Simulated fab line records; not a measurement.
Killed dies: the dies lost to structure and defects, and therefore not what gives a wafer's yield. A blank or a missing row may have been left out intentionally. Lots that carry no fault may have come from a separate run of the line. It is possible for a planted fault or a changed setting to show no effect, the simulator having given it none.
fab line records    flow sky130
record: lots: 11  wafers: 33  last_day: 50
route steps=708 shown CAPM@539 METAL3@566 VIA3@578 PAD_OPEN@708
lots with no fault: from the same line, run without faults
start_h: start of the lot's first displayed wafer, in hours after the record's first day    wait_h: time in hours since the lot's previous step    " same as the row above    L1.1+2: a single row standing in for several wafers    - no value present, or no start provided    * or withheld: withheld    < > ~ a bound
route shown NAME@n: names a module that has steps shown in the file, with the first one's number in the route    usual: mean/standard deviation taken from wafers without a fault    same: alike in all rows    chamber/n: place in a boat    sites: the reading at each site    _std_site: how widely they spread, as a standard deviation    _edge_site: mean of outer sites minus mean of inner sites    radius_mm: for every site, how far away it sits from the centre of the wafer    mask NAME#n: copy n    behind: the last tool/chamber to shape the wafer    hold: why the lot was held/for how many hours/how that ended    device: names the non-switching transistor (n, p or np)    end of line: the tests these same wafers got at the end of their route    step lacking rows: just its recipe    killed: the dies lost at the first sort to structure and to defects; this is not the yield of the wafer    map: a wafer's dies, x killed, . not, _ none there
set.NAME: the run value of the setting; set.NAME@STEP: its run value at that earlier step    model.NAME: the simulator's own value behind a step, which no gauge read
a sample of lots followed through the steps of the route, with each step as a table and each wafer as a row
services: a tool's chamber out of use, with start hour (start_h, from the record's first day; less than 0 if before it), hours out, and reason
== steps ==
step: SKY_CAPM_SPUTTER_02
recipe: material: TiN  target_thk_nm: 200  temp_c: 300  power_w: 6500  time_s: 166.7  chamber_pressure_pa: 0.4
usual: cathode_dc_power_W: 6500.1/1.1  chamber_pressure_pa: 0.4000/0.00075  throttle_valve_pct: 29.9/1.2
lot.wafer  tool            chamber  start_h  wait_h  cathode_dc_power_W  chamber_pressure_pa  throttle_valve_pct
L179.2     pvd_sputter-04  -        839.87   0.0     6499.4              0.3998               28.6
L179.3     "               -        "        "       6499.0              0.4000               31.4
L179.5     "               -        "        "       6500.9              0.4003               28.6
L180.1     pvd_sputter-01  -        859.68   0.1     6501.2              0.3998               30.7
L180.4     "               -        "        "       6500.8              0.4003               28.2
L180.6     "               -        "        "       6499.5              0.3994               31.0
L182.3     pvd_sputter-04  -        882.97   0.0     6500.2              0.3997               31.3
L182.5     "               -        "        "       6501.3              0.3996               31.4
L182.6     "               -        "        "       6499.2              0.4008               28.9
L183.2     pvd_sputter-01  -        887.69   0.0     6501.8              0.4017               30.8
L183.3     "               -        "        "       6499.1              0.3998               27.9
L183.5     "               -        "        "       6499.7              0.4001               27.8
L188.1     pvd_sputter-02  -        939.52   0.1     6502.2              0.4006               28.8
L188.4     "               -        "        "       6500.5              0.4015               30.0
L188.5     "               -        "        "       6501.2              0.4010               28.4
L192.1     pvd_sputter-01  -        946.11   0.1     6499.3              0.4004               28.1
L192.4     "               -        "        "       6501.1              0.3984               31.0
L192.6     "               -        "        "       6501.2              0.3991               30.8
L195.2     pvd_sputter-02  -        965.84   0.0     6499.7              0.3991               28.7
L195.3     "               -        "        "       6498.5              0.4005               30.1
L195.6     "               -        "        "       6501.6              0.4004               30.2
L196.1     pvd_sputter-02  -        974.33   0.1     6499.6              0.4008               30.3
L196.4     "               -        "        "       6499.1              0.3998               28.6
L196.6     "               -        "        "       6501.0              0.4003               30.8
L199.3     pvd_sputter-02  -        995.36   0.0     6498.3              0.4003               30.1
L199.4     "               -        "        "       6502.6              0.3986               28.4
L199.5     "               -        "        "       6500.7              0.4006               30.1
L200.1     pvd_sputter-04  -        1001.48  0.1     6499.6              0.4007               28.5
L200.3     "               -        "        "       6499.1              0.3990               31.4
L200.4     "               -        "        "       6500.1              0.3997               28.3
L202.2     pvd_sputter-04  -        1011.46  0.0     6501.1              0.4002               31.3
L202.5     "               -        "        "       6500.0              0.4003               31.3
L202.6     "               -        "        "       6500.5              0.4000               28.4
step: SKY_METAL3_ETCH_16
recipe: chemistry: N2/H2  target: BARC  ion_energy_ev: 200  bias_w: 100  pressure_mtorr: 30  n2_flow_sccm: 100  h2_flow_sccm: 200  icp_w: 500  stop_on: SiO2  time_s: 88.2  target_depth_a: 600
usual: drypump_motor_current_A: 6.0/0.56  oes_product_au: 0.626/0.0046  rf_fwd_power_W: 497.3/1.5  throttle_valve_pct: 13.204/0.0091
lot.wafer  tool          chamber  start_h  wait_h  drypump_motor_current_A  oes_product_au  rf_fwd_power_W  rf_hours_counter_h  throttle_valve_pct
L179.2     rie_metal-03  0        893.28   0.1     6.6                      0.624           493.7           -                   13.194
L179.3     "             0        "        "       6.6                      0.612           496.4           -                   13.198
L179.5     "             0        "        "       6.6                      0.631           497.0           -                   13.205
L180.1     rie_metal-04  1        912.40   0.0     6.5                      0.622           497.1           11                  13.204
L180.4     "             0        "        "       5.6                      0.615           496.0           -                   13.200
L180.6     "             1        "        "       6.5                      0.619           494.7           -                   13.210
L182.3     rie_metal-03  1        934.60   0.0     5.1                      0.623           498.5           -                   13.205
L182.5     "             1        "        "       5.1                      0.623           497.4           -                   13.196
L182.6     "             0        "        "       6.6                      0.620           496.3           -                   13.195
L183.2     rie_metal-02  0        938.65   0.0     5.6                      0.627           498.7           9                   13.216
L183.3     "             0        "        "       5.6                      0.627           498.9           -                   13.201
L183.5     "             1        "        "       6.3                      0.629           500.0           -                   13.201
L188.1     rie_metal-03  1        989.02   0.0     5.1                      0.622           496.9           5                   13.212
L188.4     "             1        "        "       5.1                      0.629           498.4           -                   13.201
L188.5     "             1        "        "       5.1                      0.630           499.1           -                   13.207
L192.1     rie_metal-03  1        994.36   0.0     5.1                      0.628           498.7           5                   13.197
L192.4     "             1        "        "       5.1                      0.631           499.4           -                   13.199
L192.6     "             1        "        "       5.1                      0.626           499.3           -                   13.196
L195.2     rie_metal-04  1        1013.40  0.0     6.4                      0.631           496.2           16                  13.215
L195.3     "             0        "        "       5.6                      0.631           495.2           -                   13.210
L195.6     "             0        "        "       5.6                      0.627           496.2           -                   13.210
L196.1     rie_metal-03  1        1021.78  0.1     5.1                      0.630           496.7           7                   13.207
L196.4     "             1        "        "       5.1                      0.630           499.6           -                   13.207
L196.6     "             1        "        "       5.1                      0.624           496.3           -                   13.187
L199.3     rie_metal-04  1        1041.87  0.1     6.4                      0.624           499.9           -                   13.190
L199.4     "             1        "        "       6.4                      0.619           498.6           -                   13.199
L199.5     "             1        "        "       6.4                      0.624           498.9           -                   13.197
L200.1     rie_metal-03  0        1048.10  0.0     6.6                      0.627           497.9           1                   13.201
L200.3     "             0        "        "       6.6                      0.624           497.4           -                   13.207
L200.4     "             1        "        "       5.1                      0.623           497.2           -                   13.204
L202.2     rie_metal-02  1        1057.37  0.0     6.3                      0.632           495.9           11                  13.209
L202.5     "             1        "        "       6.3                      0.629           495.5           -                   13.200
L202.6     "             0        "        "       5.6                      0.636           496.2           -                   13.205
step: SKY_METAL3_METAL_ETCH_18
recipe: target_depth_a: 8450  stop_on: SiO2  over_etch_frac: 0.3  time_s: 183.1  chemistry: Cl2/BCl3  resist_sidewall_deg: 88  pressure_mtorr: 10  icp_w: 900  bias_w: 48.5  Cl2_flow_sccm: 60  bcl3_flow_sccm: 30
usual: drypump_motor_current_A: 5.9/0.59  oes_product_au: 0.866/0.0061  rf_fwd_power_W: 897.3/3  throttle_valve_pct: 22.265/0.01
lot.wafer  tool          chamber  start_h  wait_h  drypump_motor_current_A  oes_product_au  rf_fwd_power_W  rf_hours_counter_h  throttle_valve_pct
L179.2     rie_metal-02  0        893.46   0.0     5.6                      0.873           899.0           7                   22.265
L179.3     "             1        "        "       6.3                      0.856           892.1           -                   22.244
L179.5     "             0        "        "       5.6                      0.858           896.9           -                   22.278
L180.1     rie_metal-03  1        912.52   0.0     5.1                      0.863           899.1           0                   22.279
L180.4     "             0        "        "       6.6                      0.862           893.3           -                   22.262
L180.6     "             0        "        "       6.5                      0.863           895.0           -                   22.262
L182.3     rie_metal-04  1        934.75   0.1     6.4                      0.873           896.4           -                   22.275
L182.5     "             1        "        "       6.4                      0.872           899.9           -                   22.258
L182.6     "             0        "        "       5.6                      0.868           895.8           -                   22.257
L183.2     rie_metal-03  0        938.77   0.0     6.6                      0.863           898.3           20                  22.265
L183.3     "             0        "        "       6.6                      0.865           897.2           -                   22.274
L183.5     "             0        "        "       6.6                      0.864           893.7           -                   22.263
L188.1     rie_metal-02  0        989.14   0.0     5.6                      0.870           898.6           11                  22.261
L188.4     "             0        "        "       5.6                      0.871           894.6           -                   22.270
L188.5     "             1        "        "       6.4                      0.876           896.0           -                   22.273
L192.1     rie_metal-02  0        994.48   0.0     5.7                      0.867           898.5           12                  22.259
L192.4     "             0        "        "       5.6                      0.869           894.9           -                   22.276
L192.6     "             0        "        "       5.7                      0.863           899.5           -                   22.264
L195.2     rie_metal-03  0        1013.52  0.0     6.6                      0.858           899.3           25                  22.260
L195.3     "             1        "        "       5.1                      0.858           896.6           -                   22.272
L195.6     "             0        "        "       6.6                      0.869           898.2           -                   22.260
L196.1     rie_metal-04  0        1022.00  0.0     5.6                      0.860           896.8           20                  22.253
L196.4     "             1        "        "       6.4                      0.876           893.4           -                   22.267
L196.6     "             1        "        "       6.4                      0.861           898.2           -                   22.251
L199.3     rie_metal-02  1        1042.08  0.1     6.3                      0.859           898.9           -                   22.241
L199.4     "             0        "        "       5.6                      0.864           895.8           -                   22.266
L199.5     "             0        "        "       5.6                      0.859           900.4           -                   22.261
L200.1     rie_metal-02  0        1048.22  0.0     5.6                      0.868           893.3           15                  22.270
L200.3     "             1        "        "       6.4                      0.869           890.6           -                   22.274
L200.4     "             0        "        "       5.6                      0.860           893.4           -                   22.277
L202.2     rie_metal-04  0        1057.49  0.0     5.6                      0.867           903.9           0                   22.270
L202.5     "             0        "        "       5.6                      0.869           902.8           -                   22.253
L202.6     "             1        "        "       6.5                      0.874           897.2           -                   22.253
step: SKY_VIA3_HMDS_05
recipe: prime_time_s: 60  prime_temp_c: 120
usual: chill_plate_temp_C: 22.99/0.11  prime_temp_c: 119.99/0.14
lot.wafer  tool            chamber  start_h  wait_h  chill_plate_temp_C  prime_temp_c
L179.2     litho_track-02  0        906.74   0.1     22.81               120.00
L179.3     "               0        "        "       22.82               119.94
L179.5     "               0        "        "       22.97               119.98
L180.1     litho_track-02  0        926.46   0.1     22.87               119.97
L180.4     "               0        "        "       23.04               119.97
L180.6     "               0        "        "       22.87               119.75
L182.3     litho_track-04  0        947.28   0.1     23.08               119.82
L182.5     "               0        "        "       23.12               119.88
L182.6     "               0        "        "       23.11               119.84
L183.2     litho_track-04  0        952.00   0.1     22.98               120.06
L183.3     "               0        "        "       23.04               120.16
L183.5     "               0        "        "       22.95               119.89
L188.1     litho_track-02  0        1002.06  0.1     23.03               119.74
L188.4     "               0        "        "       23.01               119.95
L188.5     "               0        "        "       22.95               119.89
L192.1     litho_track-04  0        1007.23  0.1     22.96               120.00
L192.4     "               0        "        "       22.89               119.95
L192.6     "               0        "        "       22.80               120.07
L195.2     litho_track-04  0        1024.95  0.1     23.06               118.71
L195.3     "               0        "        "       23.18               118.79
L195.6     "               0        "        "       23.08               118.81
L196.1     litho_track-04  0        1034.48  0.1     23.02               118.88
L196.4     "               0        "        "       23.13               118.70
L196.6     "               0        "        "       23.26               119.01
L199.3     litho_track-02  0        1054.41  0.1     22.83               119.84
L199.4     "               0        "        "       22.91               119.82
L199.5     "               0        "        "       22.82               119.81
L200.1     litho_track-02  0        1060.46  0.1     22.74               119.96
L200.3     "               0        "        "       22.93               120.01
L200.4     "               0        "        "       22.79               119.99
L202.2     litho_track-01  0        1068.57  0.1     22.80               119.93
L202.5     "               0        "        "       22.92               119.85
L202.6     "               0        "        "       22.95               119.99
step: SKY_PAD_OPEN_PROBE_99
usual: defect_limited_yield: 82.3/2  killed_at_M0_to_M3: 44/7.5  killed_at_M4_up: 2.9/1.8  killed_at_contacts: 24/5.1  killed_at_front_end: 16/4.7  killed_at_other: 0.3/0.46  killed_dies: 87/9.9  killed_open: 47/8  killed_short: 39/6.3  sort_bin_3_pad_short: 0.8/0.43  sort_bin_5_function: 10.6/1.6  sort_bin_6_memory: 6.3/1.1  sort_n_pass: 405/9.9  sort_yield_pct: 82.3/2
same: gross_dies: 492  killed_at_back_side: 0  sort_bin_4_leakage[%]: 0  sort_bin_8_speed[%]: 0
lot.wafer  tool       chamber  start_h  wait_h  defect_limited_yield[%]  killed_at_M0_to_M3  killed_at_M4_up  killed_at_contacts  killed_at_front_end  killed_at_other  killed_dies  killed_open  killed_short  sort_bin_3_pad_short[%]  sort_bin_5_function[%]  sort_bin_6_memory[%]  sort_n_pass  sort_yield_pct[%]
L180.1     prober-01  -        1085.00  0.1     80.7                     52                  1                21                  21                   0                95           48           47            1.8                      11.6                    5.9                   397          80.7
L180.4     prober-01  -        1085.15  0.2     78.9                     61                  5                15                  22                   1                104          52           51            0.6                      13.6                    6.9                   388          78.9
L180.6     prober-01  -        1085.25  0.2     82.1                     52                  2                28                  6                    0                88           49           39            1.2                      11.4                    5.3                   404          82.1
L182.3     prober-02  -        1102.45  0.2     80.9                     47                  2                29                  15                   1                94           55           38            0.6                      11.8                    6.7                   398          80.9
L182.5     prober-02  -        1102.55  0.2     84.6                     47                  2                18                  9                    0                76           39           36            0.6                      9.1                     5.7                   416          84.6
L182.6     prober-02  -        1102.60  0.2     81.3                     56                  1                21                  13                   1                92           47           43            0.4                      12.2                    6.1                   400          81.3
L183.2     prober-01  -        1103.75  0.1     83.9                     48                  1                18                  11                   1                79           35           43            0.4                      9.3                     6.3                   413          83.9
L183.3     prober-01  -        1103.80  0.2     84.8                     42                  1                23                  8                    1                75           42           31            0.6                      8.1                     6.5                   417          84.8
L183.5     prober-01  -        1103.90  0.2     79.1                     60                  3                23                  16                   1                103          49           53            1.2                      13.2                    6.5                   389          79.1
L192.1     prober-02  -        1151.22  0.1     78.9                     55                  4                29                  16                   0                104          67           37            0.6                      11.8                    8.7                   388          78.9
L192.4     prober-02  -        1151.37  0.2     82.7                     48                  0                26                  11                   0                85           51           34            1.0                      11.4                    4.9                   407          82.7
L192.6     prober-02  -        1151.47  0.2     82.1                     45                  4                30                  9                    0                88           48           40            1.0                      9.8                     7.1                   404          82.1
L195.2     prober-01  -        1167.25  0.1     80.3                     57                  3                22                  15                   0                97           57           40            0.6                      12.2                    6.9                   395          80.3
L195.3     prober-01  -        1167.30  0.2     83.5                     49                  3                20                  9                    0                81           50           31            1.2                      9.3                     5.9                   411          83.5
L195.6     prober-01  -        1167.45  0.2     84.3                     41                  3                15                  18                   0                77           43           34            0.6                      9.3                     5.7                   415          84.3
L196.1     prober-02  -        1173.88  0.1     78.0                     56                  0                33                  19                   0                108          65           42            0.6                      13.4                    7.9                   384          78.0
L196.4     prober-02  -        1174.03  0.2     80.3                     53                  3                33                  8                    0                97           50           47            0.6                      13.2                    5.9                   395          80.3
L196.6     prober-02  -        1174.13  0.2     81.3                     50                  1                31                  9                    1                92           58           34            0.8                      12.2                    5.7                   400          81.3
L200.1     prober-02  -        1192.30  0.1     84.1                     49                  2                15                  12                   0                78           37           41            1.2                      8.5                     6.1                   414          84.1
L200.3     prober-02  -        1192.40  0.2     87.6                     33                  1                20                  7                    0                61           31           30            1.0                      6.3                     5.1                   431          87.6
L200.4     prober-02  -        1192.45  0.2     81.5                     51                  4                27                  9                    0                91           57           34            0.4                      11.2                    6.9                   401          81.5
L202.2     prober-02  -        1198.25  0.1     80.7                     44                  1                33                  17                   0                95           64           31            0.4                      13.2                    5.7                   397          80.7
L202.5     prober-02  -        1198.40  0.2     80.7                     53                  1                18                  22                   1                95           54           40            0.8                      11.0                    7.5                   397          80.7
L202.6     prober-02  -        1198.45  0.2     83.3                     30                  4                26                  22                   0                82           39           43            1.6                      8.5                     6.5                   410          83.3
killed by level:class
L180.1 VIA1:geometric_particle:open=12 CONTACT:geometric_particle:open=7 VIA1:geometric_particle:short=7 VIA2:geometric_particle:open=7 VIA3:geometric_particle:open=7 FIELD_ISO:geometric_particle:short=6 POLY_GATE:geometric_particle:short=5 LI_CONTACT:geometric_particle:open=5
L180.4 VIA1:geometric_particle:open=15 VIA2:geometric_particle:open=10 VIA1:geometric_particle:short=8 FIELD_ISO:geometric_particle:short=7 METAL2:geometric_particle:short=6 LI_CONTACT:geometric_particle:open=5 METAL4:geometric_particle:short=5 FIELD_ISO:geometric_particle:open=4
L180.6 VIA1:geometric_particle:open=14 VIA3:geometric_particle:open=10 CONTACT:geometric_particle:open=10 LI_CONTACT:geometric_particle:open=6 METAL1:geometric_particle:short=5 VIA1:geometric_particle:short=5 LI_CONTACT:geometric_particle:short=4 VIA2:geometric_particle:short=4
L182.3 LI_CONTACT:geometric_particle:open=10 CONTACT:geometric_particle:open=10 VIA1:geometric_particle:open=10 VIA2:geometric_particle:open=8 METAL2:geometric_particle:short=6 POLY_GATE:geometric_particle:short=5 VIA3:geometric_particle:open=5 FIELD_ISO:geometric_particle:open=4
L182.5 VIA1:geometric_particle:open=7 VIA2:geometric_particle:open=6 VIA2:geometric_particle:short=5 LI_CONTACT:geometric_particle:open=5 METAL2:geometric_particle:short=5 METAL1:geometric_particle:short=5 VIA1:geometric_particle:short=5 VIA3:geometric_particle:open=5
L182.6 VIA1:geometric_particle:open=16 METAL1:geometric_particle:short=9 METAL2:geometric_particle:short=8 LI_CONTACT:geometric_particle:open=7 CONTACT:geometric_particle:open=6 VIA3:geometric_particle:open=6 VIA1:geometric_particle:short=5 FIELD_ISO:geometric_particle:open=4
L183.2 VIA1:geometric_particle:short=11 VIA3:geometric_particle:open=8 VIA1:geometric_particle:open=7 METAL2:geometric_particle:short=7 CONTACT:geometric_particle:open=6 FIELD_ISO:geometric_particle:short=4 LI_CONTACT:geometric_particle:open=4 VIA2:geometric_particle:open=4
L183.3 VIA1:geometric_particle:open=12 CONTACT:geometric_particle:open=11 VIA2:geometric_particle:open=8 METAL1:geometric_particle:short=7 LI_CONTACT:geometric_particle:open=4 VIA1:geometric_particle:short=4 METAL2:geometric_particle:short=4 FIELD_ISO:geometric_particle:short=3
L183.5 VIA1:geometric_particle:open=14 METAL1:geometric_particle:short=8 VIA1:geometric_particle:short=8 VIA2:geometric_particle:open=8 VIA3:geometric_particle:open=7 FIELD_ISO:geometric_particle:short=6 LI_CONTACT:geometric_particle:open=6 METAL2:geometric_particle:short=5
L192.1 VIA1:geometric_particle:open=20 CONTACT:geometric_particle:open=11 VIA2:geometric_particle:open=9 LI_CONTACT:geometric_particle:open=7 VIA3:geometric_particle:open=7 VIA3:geometric_particle:short=5 FIELD_ISO:geometric_particle:short=4 POLY_GATE:geometric_particle:short=4
L192.4 VIA1:geometric_particle:open=13 LI_CONTACT:geometric_particle:open=10 VIA3:geometric_particle:open=10 CONTACT:geometric_particle:open=7 FIELD_ISO:geometric_particle:short=5 VIA1:geometric_particle:short=5 CONTACT:geometric_particle:short=5 METAL1:geometric_particle:short=4
L192.6 CONTACT:geometric_particle:open=16 VIA1:geometric_particle:open=12 VIA2:geometric_particle:open=9 LOCAL_INTERCONNECT:geometric_particle:short=6 METAL1:geometric_particle:short=5 LI_CONTACT:geometric_particle:open=4 VIA1:geometric_particle:short=4 VIA2:geometric_particle:short=4
L195.2 VIA1:geometric_particle:open=16 VIA2:geometric_particle:open=11 CONTACT:geometric_particle:open=10 VIA3:geometric_particle:open=9 FIELD_ISO:geometric_particle:short=6 VIA1:geometric_particle:short=4 LOCAL_INTERCONNECT:geometric_particle:short=4 METAL2:geometric_particle:short=4
L195.3 VIA3:geometric_particle:open=12 VIA1:geometric_particle:open=10 VIA2:geometric_particle:open=9 METAL1:geometric_particle:short=6 LI_CONTACT:geometric_particle:short=4 LI_CONTACT:geometric_particle:open=4 LOCAL_INTERCONNECT:geometric_particle:open=4 LOCAL_INTERCONNECT:geometric_particle:short=4
L195.6 VIA1:geometric_particle:open=11 METAL1:geometric_particle:short=7 VIA3:geometric_particle:open=7 POLY_GATE:geometric_particle:open=6 LI_CONTACT:geometric_particle:open=6 FIELD_ISO:geometric_particle:short=4 METAL2:geometric_particle:short=4 VIA3:geometric_particle:short=3
L196.1 VIA1:geometric_particle:open=13 LI_CONTACT:geometric_particle:open=11 CONTACT:geometric_particle:open=10 VIA3:geometric_particle:open=8 VIA2:geometric_particle:open=7 VIA1:geometric_particle:short=6 LOCAL_INTERCONNECT:geometric_particle:short=6 METAL2:geometric_particle:short=6
L196.4 VIA1:geometric_particle:open=12 LI_CONTACT:geometric_particle:open=9 CONTACT:geometric_particle:open=9 METAL1:geometric_particle:short=7 VIA1:geometric_particle:short=7 LI_CONTACT:geometric_particle:short=6 VIA3:geometric_particle:open=6 METAL2:geometric_particle:short=6
L196.6 VIA1:geometric_particle:open=12 LI_CONTACT:geometric_particle:open=11 CONTACT:geometric_particle:open=9 LOCAL_INTERCONNECT:geometric_particle:short=6 VIA3:geometric_particle:open=6 METAL2:geometric_particle:short=5 VIA2:geometric_particle:open=5 METAL3:geometric_particle:short=5
L200.1 VIA1:geometric_particle:open=11 METAL2:geometric_particle:short=7 VIA2:geometric_particle:open=7 LI_CONTACT:geometric_particle:open=6 VIA3:geometric_particle:short=6 CONTACT:geometric_particle:short=5 VIA2:geometric_particle:short=4 METAL3:geometric_particle:short=4
L200.3 VIA2:geometric_particle:open=7 CONTACT:geometric_particle:open=6 CONTACT:geometric_particle:short=5 METAL2:geometric_particle:short=5 VIA1:geometric_particle:open=5 VIA3:geometric_particle:open=4 METAL1:geometric_particle:short=4 LI_CONTACT:geometric_particle:open=3
L200.4 CONTACT:geometric_particle:open=11 VIA1:geometric_particle:open=10 VIA3:geometric_particle:open=10 VIA2:geometric_particle:open=9 LI_CONTACT:geometric_particle:open=5 METAL2:geometric_particle:short=5 FIELD_ISO:geometric_particle:open=4 LI_CONTACT:geometric_particle:short=4
L202.2 VIA1:geometric_particle:open=17 CONTACT:geometric_particle:open=16 LI_CONTACT:geometric_particle:open=10 VIA3:geometric_particle:open=6 POLY_GATE:geometric_particle:short=5 POLY_GATE:geometric_particle:open=5 CONTACT:geometric_particle:short=5 VIA1:geometric_particle:short=5
L202.5 VIA1:geometric_particle:open=12 LI_CONTACT:geometric_particle:open=9 FIELD_ISO:geometric_particle:open=7 VIA2:geometric_particle:open=7 METAL1:geometric_particle:short=6 VIA3:geometric_particle:open=6 VIA2:geometric_particle:short=6 FIELD_ISO:geometric_particle:short=5
L202.6 FIELD_ISO:geometric_particle:short=9 LI_CONTACT:geometric_particle:open=9 CONTACT:geometric_particle:open=9 VIA2:geometric_particle:open=5 VIA1:geometric_particle:open=5 VIA3:geometric_particle:open=5 POLY_GATE:geometric_particle:short=4 METAL2:geometric_particle:short=4
== services ==
tool            chamber  start_h  hours  kind
rie_metal-03    -        822.28   2.8    pm
pvd_sputter-01  -        836.60   7.2    repair
rie_metal-03    1        864.16   -      clean
rie_metal-03    1        864.16   35.1   scheduled_down
rie_metal-03    1        864.16   35.1   vent_cycle
pvd_sputter-02  -        883.96   8.4    repair
rie_metal-04    1        902.63   6.5    repair
rie_metal-02    -        911.11   2.8    pm
rie_metal-02    1        962.79   3.4    repair
pvd_sputter-01  -        972.55   41.2   repair
rie_metal-03    0        1014.80  -      clean
rie_metal-03    0        1014.80  17.2   scheduled_down
rie_metal-03    0        1014.80  17.2   vent_cycle
rie_metal-04    0        1029.47  -      clean
rie_metal-04    0        1029.47  15.6   scheduled_down
rie_metal-04    0        1029.47  15.6   vent_cycle
== key ==
first_sign: step: SKY_VIA3_HMDS_05  reading: prime_temp_c  direction: down  sigmas: 8.4  usual: *  struck: *
effect none on later readings
met_at SKY_VIA3_HMDS_05
struck_lots L195,L196
not_acting_at SKY_CAPM_SPUTTER_02,SKY_METAL3_ETCH_16,SKY_METAL3_METAL_ETCH_18
onset_between 1007.23 1024.95
fault: kind: process_parameter_drift  tool: litho_track-04  chamber: -  onset_h: 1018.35  steps: SKY_VIA3_HMDS_05  channel: prime_temp_c  offset: *  shape: step  end_h: 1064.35  acts_in: *  stated: *
